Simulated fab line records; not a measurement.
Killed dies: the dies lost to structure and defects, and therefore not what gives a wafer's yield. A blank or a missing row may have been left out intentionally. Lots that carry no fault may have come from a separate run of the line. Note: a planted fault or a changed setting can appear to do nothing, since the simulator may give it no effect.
Matching of chambers | flow sky130 | 4 sister chambers for SKY_POLY_GATE_ETCH_16 on rieDiel-03
The step etches Si3N4 in CH3F/O2, stops on poly-Si, time 147.5 s, target depth 75 nm. 8 wafers are shown with their chamber, then 11 later ones without.

EACH WAFER AND ITS CHAMBER
wafer  | chamber | drypumpMotorCurrentA (A) | throttleValvePct (%)
L075.2 | 3       | 5.8                      | 10.517
L080.1 | 0       | 6.2                      | 10.535
L083.5 | 0       | 6.2                      | 10.531
L083.6 | 3       | 5.7                      | 10.534
L084.6 | 1       | 6.1                      | 10.529
L087.3 | 1       | 6.1                      | 10.524
L087.5 | 2       | 5.6                      | 10.521
L088.1 | 2       | 5.7                      | 10.540

WAFERS MISSING THEIR CHAMBER
wafer  | drypumpMotorCurrentA (A) | throttleValvePct (%)
L088.2 | 6.2                      | 10.529
L088.5 | 5.7                      | 10.538
L090.1 | 6.2                      | 10.534
L090.2 | 6.2                      | 10.526
L090.4 | 5.7                      | 10.536
L094.1 | 5.8                      | 10.512
L094.2 | 6.2                      | 10.543
L094.3 | 5.7                      | 10.532
L095.1 | 5.7                      | 10.546
L095.4 | 5.7                      | 10.530
L095.5 | 6.2                      | 10.541

CHAMBER TAKEN BY EACH
wafer  | from the rows above     | in truth
L088.2 | can't be placed: 0 or 1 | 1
L088.5 | can't be placed: 2 or 3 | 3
L090.1 | 0                       | 0
L090.2 | can't be placed: 0 or 1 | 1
L090.4 | can't be placed: 2 or 3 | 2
L094.1 | can't be placed: 3 or 2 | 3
L094.2 | can't be placed: 0 or 1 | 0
L094.3 | can't be placed: 2 or 3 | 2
L095.1 | can't be placed: 2 or 3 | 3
L095.4 | can't be placed: 2 or 3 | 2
L095.5 | can't be placed: 0 or 1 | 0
1 of 11 placed correctly. Cannot be placed on the basis of these rows: 10; the candidates contain the true chamber in 10. Placed wrongly: 0.
How it was worked out, from the rows above alone: a wafer's distance from a chamber is the root of the sum, over the readings, of the square of ((its reading less the chamber's mean) divided by the reading's scatter). If the next closest chamber is less than 2 further off than the closest, the wafer can't be placed; otherwise it belongs to the closest. The mean given for a chamber averages the wafers shown for that chamber. How the scatter is found: for the shown wafers, subtract from each reading the mean of its chamber, square and add these, divide the total by (wafers less chambers), then take the root.
